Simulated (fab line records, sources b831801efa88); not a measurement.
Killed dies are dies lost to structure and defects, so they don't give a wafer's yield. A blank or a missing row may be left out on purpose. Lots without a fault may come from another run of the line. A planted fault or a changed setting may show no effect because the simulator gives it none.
A struck lot beside a sound one | flow gf180mcu | 15 steps out of a route of 602
Sound: wafers L325.2, L325.5, L325.6. Struck: wafers L334.1, L334.2, L334.5. The cause comes at the end.
At each step with rows: each side's tool, then ch and its chambers, then its first start. Under that, the readings that differ: sound wafers | struck wafers | difference of the means | sigmas: that difference in standard deviations of wafers without a fault.
alike: readings whose means differ by less than 2 such deviations, and words and numbers that are the same on both sides. not compared: withheld readings, readings that some wafer has no value for, bounds like >300 that may hide the same value, and numbers for which the record gives no deviation and whose values overlap.
The two part at a step that has a row with sigmas, a row that says differs or no value, or rows on one side only. Numbers that don't overlap but have no deviation are shown without sigmas and don't part them. A reading that every wafer of one side lacks parts them only if that side has two wafers or more.

first, 2 steps without rows for these wafers: GF_MVPSD_IMPLANT_08; GF_MVPSD_IMPLANT_09.
GF_MVPSD_STRIP_10: strips in O2/N2.
  sound on plasma_asher-01 ch 0,1, day 7 17:14; struck on plasma_asher-01 ch 0,1, day 9 17:53
  alike: drypump_motor_current_A, heater_power_w, oes_product_au, strip_time_to_endpoint_s
  not compared: rf_hours_counter_h
GF_MVPSD_TW_MEAS_11:
  sound on film_metro-03, day 7 17:20; struck on film_metro-01, day 9 17:59
  alike: MVPSD_TW
then, 7 steps without rows for these wafers: GF_VT_IMPLANT_DEHYDRATE_00 (time 60 s); GF_VT_IMPLANT_HMDS_01 (prime time 60 s); GF_VT_IMPLANT_COAT_02 (resist thk 1000 nm); GF_VT_IMPLANT_SOFTBAKE_03 (time 60 s); GF_VT_IMPLANT_EXPOSE_04 (exposes mask LVPWELL LV AREA, target cd 600 nm); GF_VT_IMPLANT_PEB_05; GF_VT_IMPLANT_DEVELOP_06 (develop time 60 s).
GF_VT_IMPLANT_OVL_MEAS_07:
  sound on overlay-02, day 8 08:33; struck on overlay-02, day 10 11:20
  alike: VT_IMPLANT_OVL
GF_VT_IMPLANT_IMPLANT_08:
  sound on implanter-04 ch 0, day 8 08:36; struck on implanter-02 ch 0, day 10 11:23
  reading            | sound                         | struck                      | difference | sigmas
  dose_ions_cm2      | 8.294e+12 8.296e+12 8.292e+12 | 7.59e+12 7.58e+12 7.576e+12 | -7.12e+11  | -77
  faraday_current_uA | 47.2 47.3 46.4                | 41.9 43.0 43.9              | -4.0       | -4
GF_VT_IMPLANT_STRIP_09: strips in O2/N2.
  sound on plasma_asher-03 ch 0,1, day 8 08:44; struck on plasma_asher-04 ch 0,1, day 10 11:32
  alike: drypump_motor_current_A, heater_power_w, oes_product_au, strip_time_to_endpoint_s
  not compared: rf_hours_counter_h
GF_PASSIVATION_PROBE_99:
  the record has rows for the sound wafers here (prober-02, day 32 02:02) and none for the struck ones

WHERE THEY PART
First at GF_VT_IMPLANT_IMPLANT_08; last, within this record, at GF_PASSIVATION_PROBE_99.

WHY: what the simulator had put in
Process parameter drift: implanter-02, from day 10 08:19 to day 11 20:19, at GF_VT_IMPLANT_IMPLANT_08. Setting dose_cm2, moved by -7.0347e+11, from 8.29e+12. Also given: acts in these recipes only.
